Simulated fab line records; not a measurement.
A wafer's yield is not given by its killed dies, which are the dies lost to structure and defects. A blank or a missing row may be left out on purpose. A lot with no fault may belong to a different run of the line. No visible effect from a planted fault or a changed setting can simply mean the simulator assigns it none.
Which tool was responsible? ; flow gf180mcu ; Sampling: 14 lots, 40 wafers, 3 of 602 route steps

== WHAT THE GAUGES SHOWED, per wafer ==
GF_SAB_CD_MEAS_09: the cd target is 420 nm. Usual: 420.4 nm for cd_nm, sd 1.9.
lot;measured;on;cd_nm (nm);flag
L610;day 15 01:35;cd_sem-01;419.7 422.0 421.1;
L611;day 15 09:15;cd_sem-01;418.2 419.8 419.6;
L612;day 16 04:32;cd_sem-02;419.5 419.8 420.5;
L613;day 16 15:19;cd_sem-01;419.9 419.9 419.6;
L615;day 16 23:19;cd_sem-01;420.9 420.6 418.2;
L618;day 18 00:57;cd_sem-01;417.5 421.4 420.7;
L619;day 18 05:53;cd_sem-02;423.4 421.6 420.9;
L620;day 18 19:07;cd_sem-01;420.9 421.3 421.0;
L621;day 19 01:11;cd_sem-01;417.5 418.7 418.6;
L622;day 19 12:38;cd_sem-02;420.4 421.6 420.7;
L623;day 19 23:40;cd_sem-01;419.3 419.5 420.4;
L629;day 22 01:42;cd_sem-02;422.9 423.6;
L631;day 22 12:15;cd_sem-02;422.7 420.4;
L633;day 23 00:49;cd_sem-02;420.2 422.2 421.1;

GF_SALICIDE_RS_MEAS_04: uses a four-point probe to measure. Usual: SALICIDE_TIN_RS typically reads 16.4 ohm/sq, with standard deviation 0.3.
lot;measured;on;SALICIDE_TIN_RS (ohm/sq);flag
L610;day 15 02:10;film_metro-03;16.1 16.6 16.9;
L611;day 15 09:48;film_metro-01;16.1 15.8 16.4;
L612;day 16 05:05;film_metro-01;16.4 16.5 16.8;
L613;day 16 15:53;film_metro-03;16.7 16.3 16.3;
L615;day 16 23:56;film_metro-03;16.2 16.2 16.0;
L618;day 18 01:31;film_metro-01;16.4 16.6 16.7;
L619;day 18 06:26;film_metro-01;16.5 16.1 16.0;
L620;day 18 19:40;film_metro-04;16.7 17.1 17.1;
L621;day 19 01:44;film_metro-03;16.0 15.9 16.0;
L622;day 19 13:11;film_metro-03;16.4 16.4 16.0;
L623;day 20 00:13;film_metro-04;16.5 16.5 16.4;
L629;day 22 02:15;film_metro-03;16.8 16.0;
L631;day 22 12:48;film_metro-01;16.3 16.7;
L633;day 23 01:23;film_metro-04;16.5 16.7 16.8;

== EACH LOT AND THE TOOL THAT RAN IT (in order: tool; ch and the chambers of the sampled wafers; start) ==
lot;GF_SALICIDE_SPUTTER_03
L610;pvd_sputter-03, day 15 02:04
L611;pvd_sputter-02, day 15 09:43
L612;pvd_sputter-02, day 16 05:03
L613;pvd_sputter-01, day 16 15:50
L615;pvd_sputter-03, day 16 23:48
L618;pvd_sputter-02, day 18 01:27
L619;pvd_sputter-02, day 18 06:23
L620;pvd_sputter-02, day 18 19:38
L621;pvd_sputter-01, day 19 01:43
L622;pvd_sputter-03, day 19 13:08
L623;pvd_sputter-02, day 20 00:10
L629;pvd_sputter-03, day 22 02:09
L631;pvd_sputter-02, day 22 12:42
L633;pvd_sputter-03, day 23 01:21
- GF_SALICIDE_SPUTTER_03: material TiN, target thk 20 nm, time 16.7 s.

== WHAT THE TOOLS THEMSELVES READ (means of the sampled wafers that have a number; where no wafer has one, the mark that the record gives instead) ==
GF_SALICIDE_SPUTTER_03. Usual: 30.4 % for throttle_valve_pct, sd 0.89.
lot;tool;throttle_valve_pct (%);flag
L610;pvd_sputter-03;31.4;
L611;pvd_sputter-02;29.4;
L612;pvd_sputter-02;29.3;
L613;pvd_sputter-01;30.4;
L615;pvd_sputter-03;31.3;
L618;pvd_sputter-02;29.5;
L619;pvd_sputter-02;29.5;
L620;pvd_sputter-02;30.2;
L621;pvd_sputter-01;31.1;
L622;pvd_sputter-03;31.2;
L623;pvd_sputter-02;29.8;
L629;pvd_sputter-03;31.0;
L631;pvd_sputter-02;30.2;
L633;pvd_sputter-03;30.4;

== THE ANSWER, worked out from the rows above alone ==
Rule: lot off if the mean of its wafers having a number is beyond 3 standard deviations from the usual mean. A lot without any number at a reading at which 4 lots or more have one is off too. Any other lot the step has rows for is counted as sound. Order of review: gauges by route order, followed by the tools' own readings, for which a lot's mean as printed above is used. The first step at which some lot is off is used, and at that step the reading that is off furthest; a lot without a number counts as furthest.
Nothing can be told from this: no lot is off at any reading shown.

== WHAT THE SIMULATOR HAD PUT IN ==
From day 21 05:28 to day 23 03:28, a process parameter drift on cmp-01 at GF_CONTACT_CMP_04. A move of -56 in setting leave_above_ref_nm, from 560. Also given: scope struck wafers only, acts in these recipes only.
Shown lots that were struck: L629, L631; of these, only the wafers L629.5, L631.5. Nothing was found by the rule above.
